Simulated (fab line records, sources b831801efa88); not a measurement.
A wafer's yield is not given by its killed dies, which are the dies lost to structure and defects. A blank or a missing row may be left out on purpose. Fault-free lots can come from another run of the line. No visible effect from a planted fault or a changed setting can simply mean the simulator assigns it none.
Split-lot experiment + flow gf180mcu + on a route of 602 steps: 5 lots, 23 wafers read

ON THE SPLIT
At GF_LVPWELL_COAT_02 (resist thk 3000 nm), the setting resist_thk_nm was moved away from the recipe's 3000 nm on 7 of the 23 wafers read, by -3.4% to +2.7%. For the rest of the wafers, this setting stayed at what the recipe calls for.

The split's own step is where the reading is taken.

THE READING
coat_of_LVPWELL_COAT_02.thk_nm (the simulator's own value, which no gauge read), in nm, at GF_LVPWELL_COAT_02 (resist thk 3000 nm). The file gives no usual value for it. The 16 wafers here that ran the recipe average 2997 nm, standard deviation 8.9 nm.

| wafer  | tool, chamber at the split | resist_thk_nm as run, nm | against the recipe | coat_of_LVPWELL_COAT_02.thk_nm, nm | against lot-mates on the recipe |
|--------|----------------------------|--------------------------|--------------------|------------------------------------|---------------------------------|
| L076.1 | litho_track-01, 0          | 3080                     | +2.7%              | 3093                               | +91                             |
| L076.2 | litho_track-01, 0          | 3000                     | recipe             | 2999                               | -                               |
| L076.3 | litho_track-01, 0          | 3000                     | recipe             | 3004                               | -                               |
| L076.4 | litho_track-01, 0          | 3000                     | recipe             | 3004                               | -                               |
| L076.6 | litho_track-01, 0          | 3080                     | +2.7%              | 3087                               | +85                             |
| L079.2 | litho_track-01, 0          | 3000                     | recipe             | 2993                               | -                               |
| L079.4 | litho_track-01, 0          | 3000                     | recipe             | 2996                               | -                               |
| L079.5 | litho_track-01, 0          | 3000                     | recipe             | 3000                               | -                               |
| L081.1 | litho_track-04, 0          | 3000                     | recipe             | 3007                               | -                               |
| L081.2 | litho_track-04, 0          | 3000                     | recipe             | 3014                               | -                               |
| L081.3 | litho_track-04, 0          | 2899                     | -3.4%              | 2910                               | -101                            |
| L081.4 | litho_track-04, 0          | 2899                     | -3.4%              | 2910                               | -101                            |
| L081.6 | litho_track-04, 0          | 3000                     | recipe             | 3013                               | -                               |
| L080.1 | litho_track-02, 0          | 3000                     | recipe             | 2983                               | -                               |
| L080.2 | litho_track-02, 0          | 3000                     | recipe             | 2988                               | -                               |
| L080.3 | litho_track-02, 0          | 3000                     | recipe             | 2987                               | -                               |
| L080.5 | litho_track-02, 0          | 3000                     | recipe             | 2994                               | -                               |
| L080.6 | litho_track-02, 0          | 3000                     | recipe             | 2991                               | -                               |
| L083.1 | litho_track-02, 0          | 3064                     | +2.1%              | 3041                               | +50                             |
| L083.2 | litho_track-02, 0          | 3000                     | recipe             | 2991                               | -                               |
| L083.4 | litho_track-02, 0          | 3000                     | recipe             | 2991                               | -                               |
| L083.5 | litho_track-02, 0          | 3064                     | +2.1%              | 3052                               | +61                             |
| L083.6 | litho_track-02, 0          | 3064                     | +2.1%              | 3058                               | +67                             |

THE FIT
A straight line over all 23 wafers: coat_of_LVPWELL_COAT_02.thk_nm changes by +28 nm for each +1% of resist_thk_nm; r = +0.97; the points scatter about the line by 10 nm.
The same after taking each lot's own level away (the mean of its wafers on the recipe; 23 wafers): +30.3 nm for each +1%; r = +0.99; scatter 4.8 nm.
On that fit, the largest move of resist_thk_nm shifts the reading by 1e+02 nm.
The span of the lots' own levels, 2988.6 to 3011.3 nm, comes to 2.6 times the standard deviation stated above.
Hence the lot-to-lot level has little effect on the slope; both slopes agree.
Check: -102 nm against its lot-mates is what the line predicts for one of the wafers moved furthest among these (-3.4%) when that wafer is left out of the fit. Against them it came out at -101 nm.

OTHER SPLITS ON THESE WAFERS
Note: prior to the reading, these wafers also went through further splits. Each is held against what the fit with the lots' levels taken away leaves over:
| other split on the same wafers | wafers away from the commonest value | r with coat_of_LVPWELL_COAT_02.thk_nm (lot level and that fit taken away) |
|--------------------------------|--------------------------------------|---------------------------------------------------------------------------|
| GF_STI_OXIDATION_01 ox_time_s  | 15                                   | -0.22                                                                     |
| GF_STI_WET_ETCH_17 time_s      | 10                                   | -0.24                                                                     |
| GF_STI_WET_ETCH_26 time_s      | 18                                   | +0.24                                                                     |
| GF_DNWELL_IMPLANT_07 dose_cm2  | 9                                    | -0.16                                                                     |
| GF_NWELL_COAT_02 spin_rpm      | 10                                   | -0.21                                                                     |

THE WHOLE CHAIN: every reading that the file lists as answering this split, in the file's order
| step                | what it does       | reading                                                                         | change (the file's fit)              | r (the file's) |
|---------------------|--------------------|---------------------------------------------------------------------------------|--------------------------------------|----------------|
| GF_LVPWELL_COAT_02  | resist thk 3000 nm | coat_of_LVPWELL_COAT_02.thk_nm (the simulator's own value, which no gauge read) | +30.5 nm for each +1% of the setting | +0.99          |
| GF_LVPWELL_STRIP_10 | strips in O2/N2    | strip_time_to_endpoint_s                                                        | withheld for each +1% of the setting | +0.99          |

THE FILE'S OWN FIT
coat_of_LVPWELL_COAT_02.thk_nm changes by +30.5 nm for each +1% of resist_thk_nm, r = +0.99.
